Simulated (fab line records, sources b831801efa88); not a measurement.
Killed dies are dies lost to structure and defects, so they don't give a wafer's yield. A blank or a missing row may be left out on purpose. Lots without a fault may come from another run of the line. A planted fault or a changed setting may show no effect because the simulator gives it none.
Which tool did it? | flow gf180mcu | 11 lots, 33 wafers sampled, at 4 steps of a route of 602

WHAT THE GAUGES READ, wafer by wafer
GF_V2_THK_MEAS_01. Usual: V2_CVD_00_THK 600 nm, standard deviation 7.3.
lot  | measured     | on            | V2_CVD_00_THK (nm) | flag
L913 | day 19 08:46 | film_metro-04 | 590 597 587        |
L914 | day 19 12:50 | film_metro-04 | 609 602 606        |
L915 | day 20 04:01 | film_metro-03 | 609 608 599        |
L922 | day 23 05:16 | film_metro-03 | 591 602 597        |
L926 | day 23 22:08 | film_metro-04 | 600 602 590        |
L927 | day 24 09:01 | film_metro-04 | 581 594 585        |
L929 | day 25 01:47 | film_metro-04 | 592 600 603        |
L930 | day 25 11:31 | film_metro-03 | 606 614 605        |
L931 | day 25 16:00 | film_metro-04 | 605 595 604        |
L933 | day 26 03:16 | film_metro-04 | 600 604 609        |
L936 | day 27 02:26 | film_metro-03 | 606 602 600        |

GF_PASSIVATION_THK_MEAS_01. Usual: PASSIVATION_CVD_00_THK 1000 nm, standard deviation 16.
lot  | measured     | on            | PASSIVATION_CVD_00_THK (nm) | flag
L913 | day 28 04:40 | film_metro-03 | 979 1032 998                |
L914 | day 28 09:28 | film_metro-04 | 970 974 993                 |
L915 | day 28 19:10 | film_metro-03 | 986 999 1025                |
L922 | day 31 05:47 | film_metro-03 | 989 1013 1016               |
L926 | day 31 21:08 | film_metro-03 | 995 1467 1008               | OFF
L927 | day 32 06:14 | film_metro-03 | 973 966 996                 |
L929 | day 32 17:20 | film_metro-03 | 981 984 1019                |
L930 | day 33 02:04 | film_metro-04 | 981 1016 995                |
L931 | day 33 03:55 | film_metro-03 | 993 1003 1006               |
L933 | day 33 12:50 | film_metro-03 | 987 1006 996                |
L936 | day 34 07:57 | film_metro-01 | 987 984 1000                |

WHICH TOOL RAN EACH LOT (tool, then ch and the chambers of the sampled wafers, then the start)
lot  | GF_V4_ETCH_17                                 | GF_PASSIVATION_CVD_00
L913 | rie_diel-03 ch 0,1,3, day 28 04:35 or earlier | pecvd-01 ch 0,2, day 28 04:35
L914 | rie_diel-04 ch 0,1, day 28 09:23 or earlier   | pecvd-02 ch 0,1, day 28 09:23
L915 | rie_diel-01 ch 0,1, day 28 19:04 or earlier   | pecvd-02 ch 0,2, day 28 19:04
L922 | rie_diel-01 ch 1,2,3, day 31 05:43 or earlier | pecvd-02 ch 1,2, day 31 05:43
L926 | rie_diel-04 ch 1,2,3, day 31 21:02 or earlier | pecvd-01 ch 0,1,2, day 31 21:02
L927 | rie_diel-01 ch 0,1,2, day 32 06:10 or earlier | pecvd-02 ch 1,2, day 32 06:10
L929 | rie_diel-03 ch 0,1,2, day 32 17:16 or earlier | pecvd-02 ch 0,1,2, day 32 17:16
L930 | rie_diel-01 ch 2,3, day 33 01:56 or earlier   | pecvd-02 ch 0,1, day 33 01:56
L931 | rie_diel-03 ch 0,2,3, day 33 03:49 or earlier | pecvd-04 ch 0,1,2, day 33 03:49
L933 | rie_diel-01 ch 0,1,3, day 33 12:44 or earlier | pecvd-04 ch 0,1,2, day 33 12:44
L936 | rie_diel-01 ch 0,3, day 34 07:52 or earlier   | pecvd-02 ch 0,1,2, day 34 07:52
- GF_V4_ETCH_17: etches SiO2 in C4F8/O2/Ar, stops on TiN, target depth 630 nm.
- GF_PASSIVATION_CVD_00: deposits SiO2 from TEOS, target thk 1000 nm, time 111.95 s.

WHAT THE TOOLS THEMSELVES READ (means of the sampled wafers that have a number; where no wafer has one, the mark that the record gives instead)
GF_V4_ETCH_17. Usual: chamber_pressure_mTorr 40.00 mTorr, standard deviation 0.041; oes_product_au 0.856 a.u., standard deviation 0.0048.
lot  | tool        | chamber_pressure_mTorr (mTorr) | oes_product_au (a.u.) | flag
L913 | rie_diel-03 | 40.00                          | 0.853                 |
L914 | rie_diel-04 | 40.04                          | 0.856                 |
L915 | rie_diel-01 | 40.04                          | 0.851                 |
L922 | rie_diel-01 | 39.97                          | 0.855                 |
L926 | rie_diel-04 | 40.00                          | 0.858                 |
L927 | rie_diel-01 | 39.95                          | 0.850                 |
L929 | rie_diel-03 | 39.99                          | 0.855                 |
L930 | rie_diel-01 | 40.00                          | 0.854                 |
L931 | rie_diel-03 | 40.00                          | 0.852                 |
L933 | rie_diel-01 | 40.01                          | 0.855                 |
L936 | rie_diel-01 | 39.97                          | 0.860                 |

GF_PASSIVATION_CVD_00. Usual: heater_power_outer_w 347 W, standard deviation 70; heater_power_w 587 W, standard deviation 85; run_length_s 139.6 s, standard deviation 0.56.
lot  | tool     | heater_power_outer_w (W) | heater_power_w (W) | run_length_s (s) | flag
L913 | pecvd-01 | 429                      | 693                | 139.5            |
L914 | pecvd-02 | 332                      | 576                | 139.8            |
L915 | pecvd-02 | 286                      | 522                | 139.4            |
L922 | pecvd-02 | 304                      | 534                | 140.3            |
L926 | pecvd-01 | 394                      | 635                | 155.3            | OFF
L927 | pecvd-02 | 305                      | 541                | 140.0            |
L929 | pecvd-02 | 339                      | 589                | 140.0            |
L930 | pecvd-02 | 281                      | 515                | 139.8            |
L931 | pecvd-04 | 351                      | 594                | 139.5            |
L933 | pecvd-04 | 355                      | 587                | 139.7            |
L936 | pecvd-02 | 331                      | 567                | 139.6            |

THE ANSWER, worked out from the rows above alone
Rule: a lot is off if the mean of its wafers that have a number lies more than 3 standard deviations from the usual mean. A lot without any number at a reading at which 4 lots or more have one is off too. The other lots that the step has rows for count as sound. The gauges are gone through in route order, then the tools' own readings, and for those a lot's mean is taken as printed above. The first step at which some lot is off is used, and at that step the reading that is off furthest; a lot without a number counts as furthest.
Off: L926, at GF_PASSIVATION_THK_MEAS_01 (PASSIVATION_CVD_00_THK).
A tool fits if, at a process step before that reading, it ran every lot that is off, and no sound lot after the first of them. The gauges at GF_PASSIVATION_THK_MEAS_01 aren't tried: what is off there is off at GF_PASSIVATION_CVD_00 too, on other tools, and a gauge's error can't cause that. GF_V4_ETCH_17 gives no start for some lots, so the hours and the order of its lots are those of GF_PASSIVATION_CVD_00. Can't be told from this: 2 tools fit, rie_diel-04 at GF_V4_ETCH_17, pecvd-01 at GF_PASSIVATION_CVD_00.

WHAT THE SIMULATOR HAD PUT IN
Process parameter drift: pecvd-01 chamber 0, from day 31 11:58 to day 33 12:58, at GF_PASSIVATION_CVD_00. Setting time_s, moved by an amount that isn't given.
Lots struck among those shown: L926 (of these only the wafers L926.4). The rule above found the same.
